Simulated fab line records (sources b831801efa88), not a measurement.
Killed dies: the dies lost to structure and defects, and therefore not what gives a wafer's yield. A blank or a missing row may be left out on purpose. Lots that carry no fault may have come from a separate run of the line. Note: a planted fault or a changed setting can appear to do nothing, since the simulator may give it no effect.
What tool caused it? | flow gf180mcu | 12 lots with 36 wafers sampled at 5 steps, on a route of 602 steps

== WHAT EACH GAUGE READ, for each wafer ==
GF_V5_THK_MEAS_03.
lot  | measured     | on            | V5_CVD_02_THK (nm)
L463 | day 26 17:28 | film metro-03 | 1440 1444 1462
L464 | day 26 20:25 | film metro-01 | 1429 1468 1464
L465 | day 27 10:51 | film metro-01 | 1463 1460 1478
L466 | day 27 13:38 | film metro-04 | 1426 1446 1475
L468 | day 28 11:01 | film metro-01 | 1435 1431 1446
L470 | day 28 13:18 | film metro-04 | 1423 1446 1428
L471 | day 29 06:34 | film metro-04 | 1457 1458 1474
L474 | day 29 14:37 | film metro-01 | 1459 1472 1489
L475 | day 30 10:02 | film metro-03 | 1472 1475 1490
L479 | day 31 03:13 | film metro-03 | 498 1431 517
L478 | day 31 05:50 | film metro-01 | 1419 1463 494
L480 | day 31 14:23 | film metro-04 | 1425 1480 1475

== TOOL THAT RAN EACH LOT (tool first, then ch and the chambers of the sampled wafers, then the start) ==
lot  | GF_V4_ETCH_17                                 | GF_V4_CVD_23                  | GF_MIM_SPUTTER_02            | GF_V5_CVD_02
L463 | rie diel-02 ch 1,2, day 24 20:56 or earlier   | cvd w-02 ch 0,1, day 24 20:56 | pvd sputter-01, day 24 21:39 | pecvd-03 ch 0,2, day 26 17:21
L464 | rie diel-01 ch 2,3, day 25 00:26 or earlier   | cvd w-02 ch 0,1, day 25 00:26 | pvd sputter-01, day 25 01:10 | pecvd-03 ch 0,2, day 26 20:19
L465 | rie diel-01 ch 0,2,3, day 25 14:52 or earlier | cvd w-01 ch 0,1, day 25 14:52 | pvd sputter-02, day 25 15:35 | pecvd-03 ch 0,1,2, day 27 10:44
L466 | rie diel-02 ch 1,2,3, day 25 17:25 or earlier | cvd w-01 ch 0,1, day 25 17:25 | pvd sputter-02, day 25 18:08 | pecvd-03 ch 0,1, day 27 13:31
L468 | rie diel-02 ch 1,2,3, day 26 15:43 or earlier | cvd w-02 ch 0,1, day 26 15:43 | pvd sputter-01, day 26 16:26 | pecvd-04 ch 0,2, day 28 10:55
L470 | rie diel-03 ch 1,2, day 26 19:02 or earlier   | cvd w-02 ch 0,1, day 26 19:02 | pvd sputter-02, day 26 19:45 | pecvd-04 ch 0,1, day 28 13:11
L471 | rie diel-03 ch 0,1, day 27 14:11 or earlier   | cvd w-01 ch 0,1, day 27 14:11 | pvd sputter-02, day 27 14:55 | pecvd-04 ch 1,2, day 29 06:26
L474 | rie diel-03 ch 1,2, day 27 21:42 or earlier   | cvd w-02 ch 0,1, day 27 21:42 | pvd sputter-02, day 27 22:25 | pecvd-03 ch 0,2, day 29 14:29
L475 | rie diel-02 ch 0,3, day 28 17:37 or earlier   | cvd w-02 ch 0,1, day 28 17:37 | pvd sputter-03, day 28 18:35 | pecvd-03 ch 0,1,2, day 30 09:56
L479 | rie diel-01 ch 0,1,2, day 29 12:23 or earlier | cvd w-01 ch 0,1, day 29 12:23 | pvd sputter-02, day 29 13:07 | pecvd-03 ch 0,1, day 31 03:06
L478 | rie diel-03 ch 0,1, day 29 14:57 or earlier   | cvd w-02 ch 0,1, day 29 14:57 | pvd sputter-01, day 29 15:40 | pecvd-03 ch 0,1, day 31 05:43
L480 | rie diel-03 ch 0,1,3, day 29 23:43 or earlier | cvd w-01 ch 0,1, day 29 23:43 | pvd sputter-01, day 30 00:26 | pecvd-04 ch 0,1,2, day 31 14:17
- GF_V4_ETCH_17: etches SiO2 in C4F8/O2/Ar, stops on TiN, target depth 630 nm.
- GF_V4_CVD_23: deposits W, target thk 350 nm, time 104.9 s.
- GF_MIM_SPUTTER_02: material AlCu, target thk 450 nm, time 23.9 s.
- GF_V5_CVD_02: deposits SiO2 from TEOS, target thk 1450 nm, time 163.28 s.

== AS READ BY THE TOOLS THEMSELVES (means over the sampled wafers that have a number; for cases with no such wafer, the mark the record gives instead) ==
GF_V4_ETCH_17.
lot  | tool        | oes product au (a.u.) | rf fwd power W (W)
L463 | rie diel-02 | 0.860                 | 1483
L464 | rie diel-01 | 0.857                 | 1493
L465 | rie diel-01 | 0.855                 | 1490
L466 | rie diel-02 | 0.859                 | 1488
L468 | rie diel-02 | 0.853                 | 1493
L470 | rie diel-03 | 0.856                 | 1485
L471 | rie diel-03 | 0.856                 | 1489
L474 | rie diel-03 | 0.858                 | 1494
L475 | rie diel-02 | 0.855                 | 1492
L479 | rie diel-01 | 0.863                 | 1491
L478 | rie diel-03 | 0.856                 | 1494
L480 | rie diel-03 | 0.856                 | 1492

GF_V4_CVD_23.
lot  | tool     | heater power outer w (W) | heater power w (W)
L463 | cvd w-02 | 491                      | 803
L464 | cvd w-02 | 499                      | 799
L465 | cvd w-01 | 497                      | 815
L466 | cvd w-01 | 498                      | 801
L468 | cvd w-02 | 581                      | 903
L470 | cvd w-02 | 574                      | 902
L471 | cvd w-01 | 499                      | 804
L474 | cvd w-02 | 574                      | 901
L475 | cvd w-02 | 574                      | 897
L479 | cvd w-01 | 501                      | 813
L478 | cvd w-02 | 589                      | 888
L480 | cvd w-01 | 505                      | 814

GF_MIM_SPUTTER_02.
lot  | tool           | throttle valve pct (%)
L463 | pvd sputter-01 | 30.0
L464 | pvd sputter-01 | 30.3
L465 | pvd sputter-02 | 30.1
L466 | pvd sputter-02 | 29.3
L468 | pvd sputter-01 | 29.3
L470 | pvd sputter-02 | 29.8
L471 | pvd sputter-02 | 30.5
L474 | pvd sputter-02 | 30.6
L475 | pvd sputter-03 | 29.7
L479 | pvd sputter-02 | 31.0
L478 | pvd sputter-01 | 30.7
L480 | pvd sputter-01 | 29.3

GF_V5_CVD_02.
lot  | tool     | heater power outer w (W) | heater power w (W) | rf fwd power W (W)
L463 | pecvd-03 | 421                      | 726                | 597.6
L464 | pecvd-03 | 444                      | 748                | 597.8
L465 | pecvd-03 | 427                      | 750                | 599.0
L466 | pecvd-03 | 350                      | 625                | 599.5
L468 | pecvd-04 | 327                      | 565                | 600.8
L470 | pecvd-04 | 340                      | 579                | 598.4
L471 | pecvd-04 | 276                      | 523                | 598.6
L474 | pecvd-03 | 467                      | 793                | 598.4
L475 | pecvd-03 | 357                      | 650                | 598.4
L479 | pecvd-03 | 356                      | 644                | 597.7
L478 | pecvd-03 | 313                      | 581                | 598.7
L480 | pecvd-04 | 357                      | 626                | 599.2

== THE ANSWER, worked out from the rows above alone ==
Rule: what is usual is taken from the lots themselves. The widest of any qualifying gaps counts: lots, ordered by their means at a reading, are off when they make up no more than a third of the lots, leave a main group of 4 or more, and stand apart from it by 3 or more times the standard deviation of that group's means. A main group whose means are all the same, to the digits that the tables above print for the reading, isn't used. Also off: a lot with no number at a reading for which 4 or more lots have one. The other lots that the step has rows for count as sound. Order of review: gauges by route order, followed by the tools' own readings, for which a lot's mean as printed above is used. At the first step where some lot is off, the reading lying furthest off is the one used; lots without a number count as furthest.
Off: L479, L478, seen at GF_V5_THK_MEAS_03 (V5_CVD_02_THK). Mean 1456 nm and standard deviation 14 in the main group.
If a tool, at a process step before that reading, ran all the lots that are off and no sound lot after the first of them, it fits. The gauges at GF_V5_THK_MEAS_03 are tried like those tools. GF_V4_ETCH_17: start missing for some lots; hours and lot order therefore follow GF_V4_CVD_23. One fits: GF_V5_CVD_02 on pecvd-03. A fault onset in the window from L475 (day 30 09:56, its last sound lot) to L479 (day 31 03:06, its first lot off) fits.

== WHAT THE SIMULATOR HAD INSERTED ==
pecvd-03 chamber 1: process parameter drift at GF_V5_CVD_02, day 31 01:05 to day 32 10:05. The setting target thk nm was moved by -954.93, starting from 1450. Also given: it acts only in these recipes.
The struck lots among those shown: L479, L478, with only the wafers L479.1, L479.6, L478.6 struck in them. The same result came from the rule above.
